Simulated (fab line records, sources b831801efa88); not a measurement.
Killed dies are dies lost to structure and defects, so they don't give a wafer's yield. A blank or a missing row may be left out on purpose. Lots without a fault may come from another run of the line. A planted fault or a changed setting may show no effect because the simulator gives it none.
fab line records | flow gf180mcu
record lots=5 wafers=23
route steps=602 shown PASSIVATION@599
start_h: hours from the record's first day to the start of the lot's first wafer shown | wait_h: hours since the lot's step before | " the same as in the row above | L1.1+2: a row that stands for several wafers | - no value, or no start given | * or withheld: withheld | < > ~ a bound
route shown NAME@n: a module of which the file shows steps, and the number in the route of the first | usual: mean/standard deviation of fault-free wafers | same: alike in all rows | chamber/n: place in a boat | sites: the reading at each site | _std_site: their standard deviation | _edge_site: outer sites' mean less inner sites' | radius_mm: how far each site lies from the wafer's centre | mask NAME#n: copy n | behind: the tool/chamber that last shaped the wafer | hold: why the lot was held/for how many hours/how that ended | device: the transistor (n, p or np) that didn't switch | end of line: the same wafers' tests at the end of the route | a step without rows: its recipe alone | killed: dies lost to structure and defects at the first sort, not the wafer's yield | map: a wafer's dies, x killed, . not, _ none there
set.NAME: the setting as run; set.NAME@STEP: as run at that earlier step | model.NAME: the simulator's own value behind a step, which no gauge read
lots whose settings were changed on purpose; a table a step, a row a wafer
## steps
# step GF_PASSIVATION_STRIP_12
# recipe chemistry=O2/N2 power_w=1400 pressure_mtorr=1500 platen_temp_c=250 o2_flow_sccm=3000 n2_flow_sccm=300 overash_fraction=0.5
# usual oes_product_au=0.720/0.0044 strip_time_to_endpoint_s=34.80/0.22
# columns lot.wafer tool chamber start_h wait_h set.power_w oes_product_au strip_time_to_endpoint_s
L074.1 plasma_asher-01 1 667.45 0.1 1288 0.679 37.31
L074.3 " 0 " " 1288 0.680 37.37
L074.4 " 1 " " 1400 0.720 35.12
L074.5 " 0 " " 1400 0.720 35.11
L074.6 " 1 " " 1400 0.721 34.89
L076.1 plasma_asher-01 0 690.00 0.1 1310 0.691 36.63
L076.2 " 1 " " 1400 0.723 34.64
L076.3 " 1 " " 1310 0.691 36.76
L076.5 " 0 " " 1310 0.689 36.34
L076.6 " 1 " " 1400 0.725 34.89
L078.1 plasma_asher-02 0 703.59 0.1 1400 0.722 35.11
L078.2 " 1 " " 1400 0.721 35.06
L078.3 " 1 " " 1400 0.720 35.04
L078.4 " 0 " " 1293 0.692 37.03
L078.5 " 1 " " 1293 0.690 37.12
L079.1 plasma_asher-02 0 710.75 0.1 1400 0.717 34.72
L079.4 " 1 " " 1400 0.720 35.03
L079.6 " 0 " " 1400 0.717 35.15
L085.1 plasma_asher-04 1 750.67 0.1 1400 0.724 34.68
L085.2 " 0 " " 1400 0.721 34.73
L085.3 " 1 " " 1400 0.723 34.67
L085.4 " 0 " " 1400 0.718 34.28
L085.6 " 0 " " 1400 0.719 34.54
## key
split step=GF_PASSIVATION_STRIP_12 setting=power_w stated=1400 by=wafer
response step=GF_PASSIVATION_STRIP_12 reading=oes_product_au change=+0.00472 per=1% r=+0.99
response step=GF_PASSIVATION_STRIP_12 reading=strip_time_to_endpoint_s change=* per=1% r=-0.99
